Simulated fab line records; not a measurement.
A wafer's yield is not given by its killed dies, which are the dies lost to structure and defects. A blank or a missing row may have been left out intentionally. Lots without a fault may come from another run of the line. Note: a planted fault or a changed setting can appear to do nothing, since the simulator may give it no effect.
Which of the tools did it? ; flow gf180mcu ; 39 wafers from 13 lots sampled at 5 of the route's 602 steps

## WHAT THE GAUGES READ, wafer by wafer
GF_M5_OVL_MEAS_08.
lot;measured;on;M5_OVL (nm)
L479;day 26 18:49;overlay-01;-4 -9 -5
L480;day 27 02:48;overlay-02;11 5 10
L481;day 27 07:33;overlay-02;-2 9 4
L482;day 27 15:04;overlay-01;1 2 -11
L483;day 28 05:11;overlay-02;7 7 10
L484;day 28 20:06;overlay-02;8 7 5
L486;day 29 17:55;overlay-02;18 20 20
L488;day 30 08:44;overlay-01;10 4 14
L492;day 31 02:24;overlay-02;5 12 -2
L493;day 31 03:35;overlay-01;7 10 -5
L496;day 31 20:13;overlay-02;3 -7 3
L497;day 32 00:41;overlay-01;5 8 11
L498;day 32 06:10;overlay-01;6 4 6

GF_PASSIVATION_THK_MEAS_01.
lot;measured;on;PASSIVATION_CVD_00_THK (nm)
L479;day 28 13:31;film metro-03;1038 1041 1022
L480;day 28 21:52;film metro-01;1017 1003 989
L481;day 29 02:19;film metro-03;1019 1010 1025
L482;day 29 10:12;film metro-01;988 1004 1018
L483;day 29 23:44;film metro-03;986 1012 1015
L484;day 30 12:38;film metro-04;1000 1024 1014
L486;day 31 10:00;film metro-03;992 1010 1000
L488;day 32 00:38;film metro-04;1022 1003 1018
L492;day 32 17:23;film metro-03;998 1013 1023
L493;day 32 18:28;film metro-04;1017 997 1010
L496;day 33 09:21;film metro-04;998 1007 990
L497;day 33 12:59;film metro-04;1018 981 1019
L498;day 33 19:10;film metro-03;990 1028 1032

GF_PASSIVATION_THK_MEAS_03.
lot;measured;on;PASSIVATION_CVD_02_THK (nm)
L479;day 28 13:52;film metro-03;683 697 692
L480;day 28 22:15;film metro-04;691 707 708
L481;day 29 02:40;film metro-01;710 700 715
L482;day 29 10:33;film metro-04;691 702 689
L483;day 30 00:05;film metro-03;699 686 705
L484;day 30 12:59;film metro-04;682 690 716
L486;day 31 10:21;film metro-03;693 678 714
L488;day 32 00:59;film metro-04;694 701 702
L492;day 32 17:44;film metro-01;502 521 513
L493;day 32 18:48;film metro-03;500 485 504
L496;day 33 09:47;film metro-04;697 698 701
L497;day 33 13:20;film metro-03;709 688 714
L498;day 33 19:31;film metro-01;691 679 693

GF_PASSIVATION_BOW_MEAS_14.
lot;measured;on;PASSIVATION_BOW (um)
L479;day 29 10:25;film metro-01;130 133 140
L480;day 29 18:52;film metro-01;137 138 141
L481;day 29 22:50;film metro-01;147 155 146
L482;day 30 06:00;film metro-04;126 137 135
L483;day 30 19:47;film metro-01;133 132 130
L484;day 31 08:31;film metro-04;145 147 148
L486;day 32 05:10;film metro-01;144 138 144
L488;day 32 20:16;film metro-04;130 113 118
L492;day 33 11:28;film metro-03;122 120 124
L493;day 33 12:22;film metro-03;113 109 110
L496;day 34 03:14;film metro-04;116 122 118
L497;day 34 06:31;film metro-04;132 130 132
L498;day 34 12:07;film metro-03;138 138 136

## WHICH TOOL RAN EACH LOT (tool, then ch and the chambers of the sampled wafers, then the start)
lot;GF_PASSIVATION_CVD_02
L479;pecvd-02 ch 0,1,2, day 28 13:34
L480;pecvd-02 ch 0,1, day 28 21:55
L481;pecvd-04 ch 0,1, day 29 02:22
L482;pecvd-02 ch 1,2, day 29 10:14
L483;pecvd-02 ch 1,2, day 29 23:47
L484;pecvd-04 ch 0,1, day 30 12:41
L486;pecvd-03 ch 0,1, day 31 10:04
L488;pecvd-02 ch 0,1, day 32 00:42
L492;pecvd-04 ch 0,2, day 32 17:26
L493;pecvd-04 ch 1,2, day 32 18:31
L496;pecvd-02 ch 1,2, day 33 09:25
L497;pecvd-02 ch 0,1, day 33 13:02
L498;pecvd-03 ch 0,1, day 33 19:13
- GF_PASSIVATION_CVD_02: deposits Si3N4, target thk 700 nm, time 486.18 s.

## WHAT THE TOOLS THEMSELVES READ (means of the sampled wafers that have a number; where no wafer has one, the mark that the record gives instead)
GF_PASSIVATION_CVD_02.
lot;tool;heater power w (W)
L479;pecvd-02;699
L480;pecvd-02;733
L481;pecvd-04;497
L482;pecvd-02;731
L483;pecvd-02;701
L484;pecvd-04;519
L486;pecvd-03;597
L488;pecvd-02;697
L492;pecvd-04;618
L493;pecvd-04;575
L496;pecvd-02;668
L497;pecvd-02;716
L498;pecvd-03;614

## THE ANSWER, worked out from the rows above alone
Rule: the usual values come from the lots themselves. Put in order of their means at a reading, lots are off if they are a third of the lots or fewer, leave a main group of 4 or more, and stand apart from it by a gap of 3 or more times the standard deviation of the main group's means; of several such gaps the widest counts. Not used: any main group whose means are identical at the precision the tables above print for the reading. Also off: a lot with no number at a reading for which 4 or more lots have one. Any other lot the step has rows for is counted as sound. After the gauges, taken in route order, come the tools' own readings; for these a lot's mean is taken, as printed above. The first step at which some lot is off is used, and at that step the reading that is off furthest; a lot without a number counts as furthest.
Off: L492, L493, at GF_PASSIVATION_THK_MEAS_03 (PASSIVATION_CVD_02_THK). The main group: mean 697 nm, standard deviation 5.6.
A tool fits if, at a process step before that reading, it ran every lot that is off, and no sound lot after the first of them. The gauges at GF_PASSIVATION_THK_MEAS_03 are tried like those tools. One fits: GF_PASSIVATION_CVD_02 on pecvd-04. A fault onset in the window from L484 (day 30 12:41, its last sound lot) to L492 (day 32 17:26, its first lot off) fits.

## WHAT HAD BEEN PUT IN BY THE SIMULATOR
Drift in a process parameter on pecvd-04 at GF_PASSIVATION_CVD_02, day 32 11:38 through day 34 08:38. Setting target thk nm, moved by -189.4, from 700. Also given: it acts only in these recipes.
Struck lots among those shown: L492, L493. This agrees with what the rule above found.
